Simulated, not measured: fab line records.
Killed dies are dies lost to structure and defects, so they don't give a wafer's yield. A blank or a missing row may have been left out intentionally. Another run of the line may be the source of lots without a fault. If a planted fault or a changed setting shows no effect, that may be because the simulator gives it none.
Which of the tools did it? -- flow sfq_line -- 7 lots with 20 wafers sampled at 2 steps, on a route of 325 steps

WHAT THE GAUGES SHOWED, per wafer
SFQ_R5_RS_MEAS_933: measures by four-point-probe.
lot,measured,on,R5_MONX_RS (ohm/sq)
L136,day 65 15:16,film_metro-02,7.20 7.02 7.03
L138,day 65 21:14,film_metro-02,7.00 7.15 7.03
L141,day 66 23:52,film_metro-01,6.99 8.45 7.00 8.48
L146,day 68 05:52,film_metro-02,6.99 8.40 7.00 7.01 8.38 7.02
L152,day 69 10:43,film_metro-03,6.91 6.95 6.99
L154,day 73 04:28,film_metro-03,7.06 7.08 7.05
L156,day 74 01:28,film_metro-02,7.06 7.02 6.96

WHAT TOOL EACH LOT RAN ON (gives the tool, then ch and the chambers of the sampled wafers, and finally the start)
lot,SFQ_TRILAYER_R5_DEP_SPUTTER_133
L136,"pvd_sputter-03, day 65 15:10"
L138,"pvd_sputter-03, day 65 21:10"
L141,"pvd_sputter-03, day 66 23:47"
L146,"pvd_sputter-03, day 68 05:47"
L152,"pvd_sputter-06, day 69 10:38"
L154,"pvd_sputter-05, day 73 04:23"
L156,"pvd_sputter-06, day 74 01:23"
- SFQ_TRILAYER_R5_DEP_SPUTTER_133: material MoNx, target thk 40 nm, time 66.7 s.

THE ANSWER, worked out from the rows above alone
Rule: usual is defined by the lots themselves. Put in order of their means at a reading, lots are off if they are a third of the lots or fewer, leave a main group of 4 or more, and stand apart from it by a gap of 3 or more times the standard deviation of the main group's means; of several such gaps the widest counts. If all means in a main group match to the digits the tables above print for the reading, that group is not used. Also off: a lot with no number at a reading for which 4 or more lots have one. The other lots that the step has rows for count as sound.
Off: L141, L146, seen at SFQ_R5_RS_MEAS_933 (R5_MONX_RS). Mean 7.03 ohm/sq and standard deviation 0.048 in the main group.
If a tool, at a process step before that reading, ran all the lots that are off and no sound lot after the first of them, it fits. Those tools and the gauges at SFQ_R5_RS_MEAS_933 are tried in the same way. One candidate fits, namely pvd_sputter-03 at SFQ_TRILAYER_R5_DEP_SPUTTER_133. Its last sound lot is L138 (day 65 21:10), its first lot that is off L141 (day 66 23:47): a fault that began between those two fits.

WHAT THE SIMULATOR HAD PUT IN
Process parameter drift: pvd_sputter-03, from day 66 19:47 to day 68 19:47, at SFQ_TRILAYER_R5_DEP_SPUTTER_133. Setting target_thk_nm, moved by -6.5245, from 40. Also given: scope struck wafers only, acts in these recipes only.
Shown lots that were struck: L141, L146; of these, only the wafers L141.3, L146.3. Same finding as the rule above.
